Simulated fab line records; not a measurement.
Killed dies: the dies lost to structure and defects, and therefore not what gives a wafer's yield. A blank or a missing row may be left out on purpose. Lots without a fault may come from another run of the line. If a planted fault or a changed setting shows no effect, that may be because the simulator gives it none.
Comparing a struck lot with a sound one ; flow sky130 ; 14 out of 708 route steps
Sound: these wafers, L284.1, L284.3, L284.4. Struck: wafers L280.3, L280.4, L280.6. The cause is named last.
At each step with rows: each side's tool, then ch and its chambers, then its first start. Under that, the readings that differ: sound wafers ; struck wafers ; difference of the means ; sigmas: that difference in standard deviations of wafers without a fault.
alike: words and numbers the same on both sides, and readings whose means are apart by under 2 such deviations; not compared: readings that were withheld, readings missing a value for some wafer, numbers with overlapping values and no deviation given by the record, and bounds like >300 which may hide the same value.
Wherever a step has rows on one side only, a row that says differs or no value, or a row with sigmas, the two part there. Non-overlapping numbers with no deviation appear without sigmas and do not part them. A reading that every wafer of one side lacks parts them only if that side has two wafers or more.

SKY_SD_N_RS_MEAS_17: the measuring method here is four-point-probe.
  sound on film_metro-03, day 35 03:33; struck on film_metro-02, day 33 21:20
  alike: SD_P_RS
SKY_SD_N_RS_MEAS_18: the measuring method here is four-point-probe.
  sound on film_metro-03, day 35 03:40; struck on film_metro-02, day 33 21:27
  alike: RES_XHIGH_RS
then, 2 steps without rows for these wafers: SKY_SALICIDE_CLEAN_00 (cleans in HF-last, time 30 s); SKY_LI_CONTACT_HDPCVD_00 (deposits PSG, target thk 930 nm, time 155 s).
SKY_LI_CONTACT_THK_MEAS_01:
  sound on film_metro-02, day 35 03:55; struck on film_metro-02, day 33 21:40
  alike: LI_CONTACT_HDPCVD_THK
SKY_LI_CONTACT_CMP_02: polishes PSG.
  sound on cmp-01 ch 1,2,3, day 35 04:01; struck on cmp-02 ch 0,1, day 33 21:43
  alike: motor_current_A, time_to_endpoint_s
SKY_LI_CONTACT_BOW_MEAS_03:
  sound on film_metro-02, day 35 04:16; struck on film_metro-04, day 33 22:03
  alike: LI_CONTACT_BOW
then, 5 steps without rows for these wafers: SKY_LI_CONTACT_DEHYDRATE_04 (time 60 s); SKY_LI_CONTACT_HMDS_05 (prime time 60 s); SKY_LI_CONTACT_COAT_06 (resist thk 60 nm); SKY_LI_CONTACT_COAT_07 (resist thk 450 nm); SKY_LI_CONTACT_SOFTBAKE_08 (time 90 s).
SKY_LI_CONTACT_EXPOSE_09: exposes mask LICM1, target cd 170 nm.
  struck on krf_scanner-01, day 34 11:49; sound on krf_scanner-01 ch 0, day 35 17:55
  no value came back on the struck wafers for exposure_dose_mJ_cm2, focus_offset_nm (nm), sigma_inner; on the sound wafers exposure_dose_mJ_cm2 reads 37.89 37.92 37.96
  alike: mask
following that, these wafers have no rows for 1 step: SKY_LI_CONTACT_PEB_10.

WHERE THEY PART
Within this record, at SKY_LI_CONTACT_EXPOSE_09 only.

WHY: the cause the simulator had injected
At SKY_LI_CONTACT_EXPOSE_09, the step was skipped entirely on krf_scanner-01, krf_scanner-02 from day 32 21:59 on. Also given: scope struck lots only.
